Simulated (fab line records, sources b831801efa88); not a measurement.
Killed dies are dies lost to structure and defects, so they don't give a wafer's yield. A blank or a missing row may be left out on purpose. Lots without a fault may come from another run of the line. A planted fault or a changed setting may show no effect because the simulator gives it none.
Chamber matching | flow sky130 | SKY_VIA2_ETCH_14 on rie_diel-04: 4 sister chambers
The step etches BARC in N2/H2, stops on SiO2, time 45.9 s, target depth 60 nm. 8 wafers are shown with their chamber, then 11 later ones without.

WAFERS WITH THEIR CHAMBER
wafer  | chamber | drypump_motor_current_A (A) | rf_fwd_power_W (W)
L077.1 | 3       | 5.8                         | 493.5
L084.4 | 3       | 5.8                         | 493.2
L089.2 | 0       | 6.0                         | 497.0
L089.5 | 2       | 6.4                         | 489.3
L090.2 | 2       | 6.3                         | 492.4
L090.4 | 1       | 6.1                         | 493.9
L090.5 | 0       | 6.0                         | 495.8
L091.1 | 1       | 6.0                         | 495.5

WAFERS WITHOUT THEIR CHAMBER
wafer  | drypump_motor_current_A (A) | rf_fwd_power_W (W)
L091.4 | 6.0                         | 494.4
L091.5 | 6.1                         | 494.2
L092.1 | 6.0                         | 496.7
L092.3 | 6.0                         | 496.2
L092.4 | 5.8                         | 493.2
L093.1 | 6.0                         | 494.5
L093.2 | 5.8                         | 494.5
L093.6 | 6.0                         | 495.6
L097.2 | 6.4                         | 490.9
L097.5 | 6.3                         | 488.4
L097.6 | 5.8                         | 497.3

WHICH CHAMBER EACH WENT THROUGH
wafer  | from the rows above     | in truth
L091.4 | can't be placed: 1 or 0 | 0
L091.5 | can't be placed: 1 or 0 | 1
L092.1 | can't be placed: 0 or 1 | 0
L092.3 | can't be placed: 0 or 1 | 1
L092.4 | 3                       | 3
L093.1 | can't be placed: 1 or 0 | 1
L093.2 | 3                       | 3
L093.6 | can't be placed: 0 or 1 | 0
L097.2 | 2                       | 2
L097.5 | 2                       | 2
L097.6 | can't be placed: 3 or 0 | 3
Placed correctly: 4 of 11. Can't be placed from these rows: 7 (the true chamber is among the candidates in 7). Placed wrongly: 0.
How it was worked out, from the rows above alone: a wafer's distance from a chamber is the root of the sum, over the readings, of the square of ((its reading less the chamber's mean) divided by the reading's scatter). The wafer belongs to the nearest chamber; if the next one is less than 2 further off, it can't be placed. A chamber's mean is the mean of its shown wafers. The scatter: the root of (the sum of the squares of (reading less its chamber's mean) over the shown wafers, divided by (wafers less chambers)).
